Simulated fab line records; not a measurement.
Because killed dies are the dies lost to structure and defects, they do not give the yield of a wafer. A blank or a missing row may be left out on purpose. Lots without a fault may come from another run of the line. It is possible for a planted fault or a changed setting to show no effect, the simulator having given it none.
Shared-tool check -- flow sky130 -- Sample size 10 lots and 36 wafers

== WHY IT WAS OPENED ==
Of 10 lots, 2 have the reading POLY_GATE_CVD_00_THK flagged at SKY_POLY_GATE_THK_MEAS_01. No-fault wafers: 181.1 nm, standard deviation 2.1.
Rule: flag the lot when none of its wafers has a number, or when each of its wafers that has one lies beyond 4 standard deviations from that mean. All remaining lots are regarded as sound.

lot,measured,on,"POLY_GATE_CVD_00_THK (nm), wafer by wafer",flag
L291,day 14 07:42,film_metro-02,181.9 183.6 181.7,
L293,day 15 00:45,film_metro-04,179.7 180.7 180.3,
L296,day 16 01:37,film_metro-03,179.1 178.7 178.5,
L298,day 16 20:14,film_metro-03,144.2 144.7 145.0 144.1 144.9 145.0,FLAGGED
L299,day 17 03:33,film_metro-03,149.5 150.6 150.0 149.6 150.5 149.9,FLAGGED
L308,day 20 11:47,film_metro-04,185.2 183.6 184.0,
L309,day 20 18:27,film_metro-03,182.6 182.0 182.7,
L310,day 21 02:52,film_metro-03,183.5 183.3 182.9,
L312,day 21 13:29,film_metro-03,181.0 179.7 180.6,
L313,day 21 19:09,film_metro-02,182.6 182.0 180.0,
Average over the flagged lots: 147.3 nm; offset from the usual -33.8 nm, equal to -16 standard deviations.

== TOOL THAT RAN EACH LOT ==
The record holds 2 process steps before the reading, out of a route of 708 steps. Read each cell as the tool, then ch plus the chambers that the sampled wafers visited, then the start.
lot,flag,SKY_FIELD_ISO_ETCH_14,SKY_POLY_GATE_CVD_00
L291,,"rie_diel-02 ch 1,3, day 2 09:28","lpcvd-01 ch 1, day 14 06:29"
L293,,"rie_diel-03 ch 1,2,3, day 2 19:54","lpcvd-01 ch 0, day 14 23:33"
L296,,"rie_diel-03 ch 0,2, day 3 12:40","lpcvd-01 ch 1, day 16 00:25"
L298,FLAGGED,"rie_diel-04 ch 1,3, day 3 21:31","lpcvd-01 ch 0, day 16 19:01"
L299,FLAGGED,"rie_diel-02 ch 0,3, day 4 04:58","lpcvd-01 ch 0, day 17 02:20"
L308,,"rie_diel-03 ch 0,3, day 6 02:40","lpcvd-01 ch 0, day 20 10:34"
L309,,"rie_diel-03 ch 0,2, day 6 08:52","lpcvd-01 ch 0, day 20 17:15"
L310,,"rie_diel-04 ch 0,2,3, day 6 12:51","lpcvd-01 ch 0, day 21 01:40"
L312,,"rie_diel-02 ch 1,2,3, day 6 23:00","lpcvd-01 ch 1, day 21 12:17"
L313,,"rie_diel-02 ch 1,2,3, day 7 05:15","lpcvd-01 ch 0, day 21 17:56"
What is done by these steps:
- SKY_FIELD_ISO_ETCH_14: etches BARC in N2/H2, stops on SiO2, time 45.9 s, target depth 60 nm.
- SKY_POLY_GATE_CVD_00: deposits poly-Si, target thk 180 nm, time 720 s.
- SKY_POLY_GATE_THK_MEAS_01

== FLAGGED OVER TOTAL, TOOL BY TOOL (the gauges that took the reading come last) ==
step,tool,lots run,flagged,share of the flagged lots,sound lots run after its first flagged lot
SKY_FIELD_ISO_ETCH_14,rie_diel-02,4,1,some,"2 (L312,L313)"
SKY_FIELD_ISO_ETCH_14,rie_diel-03,4,0,none,-
SKY_FIELD_ISO_ETCH_14,rie_diel-04,2,1,some,1 (L310)
SKY_POLY_GATE_CVD_00,lpcvd-01,10,2,all,"5 (L308,L309,L310,L312,L313)"
SKY_POLY_GATE_THK_MEAS_01,film_metro-02,2,0,none,-
SKY_POLY_GATE_THK_MEAS_01,film_metro-03,6,2,all,"3 (L309,L310,L312)"
SKY_POLY_GATE_THK_MEAS_01,film_metro-04,2,0,none,-

== WHAT THE TABLE PERMITS ==
Every flagged lot went through 2 rows of the table: lpcvd-01 at SKY_POLY_GATE_CVD_00 and film_metro-03 at SKY_POLY_GATE_THK_MEAS_01.
- lpcvd-01 at SKY_POLY_GATE_CVD_00: 2 of its 10 lots flagged. Sound lots followed the first flagged one (L308, L309, L310, L312, L313) on it, something a lasting fault affecting the whole tool could not allow. Its own readings (spike_tc_centre_C, spike_tc_lower_C, spike_tc_upper_C) fall more than 4 standard deviations out on all wafers of the flagged lots.
- film_metro-03 at SKY_POLY_GATE_THK_MEAS_01: 2 of its 6 lots flagged. Sound lots followed the first flagged one (L309, L310, L312) on it, something a lasting fault affecting the whole tool could not allow.
Every row of the table either missed a flagged lot or ran a sound lot after the first.

== WHAT HAD BEEN PUT IN BY THE SIMULATOR ==
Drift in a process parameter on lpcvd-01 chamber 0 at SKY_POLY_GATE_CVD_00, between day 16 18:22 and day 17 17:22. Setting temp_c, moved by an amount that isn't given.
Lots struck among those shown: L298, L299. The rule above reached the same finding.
